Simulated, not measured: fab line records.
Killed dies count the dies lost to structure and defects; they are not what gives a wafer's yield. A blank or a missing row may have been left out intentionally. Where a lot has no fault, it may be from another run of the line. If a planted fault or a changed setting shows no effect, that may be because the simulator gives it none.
One fault seen from 2 desks / flow gf180mcu / every desk sees just its own numbers, and what lay behind them comes last

== AT THE METROLOGY DESK ==
Means of the sampled wafers that have a number, per lot and without regard to the tool the lot ran on: this is what the gauges read. Any lot whose mean is over 4 standard deviations away from the usual mean is out of limits and marked OUT; that distance is given in the brackets.
Columns: A = M3_ALCU_RS at GF_M3_RS_MEAS_05, usual 0.0696 ohm/sq; B = M3_ALCU_THK at GF_M3_THK_MEAS_06, usual 456 nm
lot=L238; first seen here=day 20 16:40; A=0.0689; B=460
lot=L240; first seen here=day 21 08:04; A=0.0697; B=452
lot=L241; first seen here=day 22 03:01; A=0.0689; B=457
lot=L244; first seen here=day 23 01:14; A=0.0701; B=454
lot=L245; first seen here=day 23 07:24; A=0.0686; B=459
lot=L248; first seen here=day 24 07:22; A=0.0701; B=460
lot=L254; first seen here=day 26 20:40; A=0.0708; B=451
lot=L256; first seen here=day 27 10:20; A=0.0695; B=454
lot=L257; first seen here=day 27 12:41; A=0.0704; B=447
lot=L258; first seen here=day 27 19:11; A=0.0680; B=466
lot=L259; first seen here=day 27 22:58; A=0.0703; B=449
lot=L260; first seen here=day 28 09:02; A=0.0703; B=451
This desk's finding: nothing out of limits on any of the 12 lots.

== TOOL OWNER'S DESK, pvd-sputter-01 ==
At GF_M3_SPUTTER_04 (material TiN, target thk 50 nm, time 41.7 s) the tool's own readings: per lot run on this tool, the mean of the sampled wafers that have a number. Any lot whose mean is over 4 standard deviations away from the usual mean is out of limits and marked OUT; that distance is given in the brackets.
Columns: A = throttle-valve-pct at GF_M3_SPUTTER_04, usual 30.1 %
lot=L240; first seen here=day 21 08:02; A=30.1
lot=L245; first seen here=day 23 07:22; A=30.3
lot=L248; first seen here=day 24 07:19; A=30.2
This desk's finding: nothing out of limits on any of the 3 lots.

== TAKEN TOGETHER ==
Metrology desk: nothing out of limits seen.
The desk of the tool owner found nothing out of limits.

== WHAT WAS PUT IN BY THE SIMULATOR ==
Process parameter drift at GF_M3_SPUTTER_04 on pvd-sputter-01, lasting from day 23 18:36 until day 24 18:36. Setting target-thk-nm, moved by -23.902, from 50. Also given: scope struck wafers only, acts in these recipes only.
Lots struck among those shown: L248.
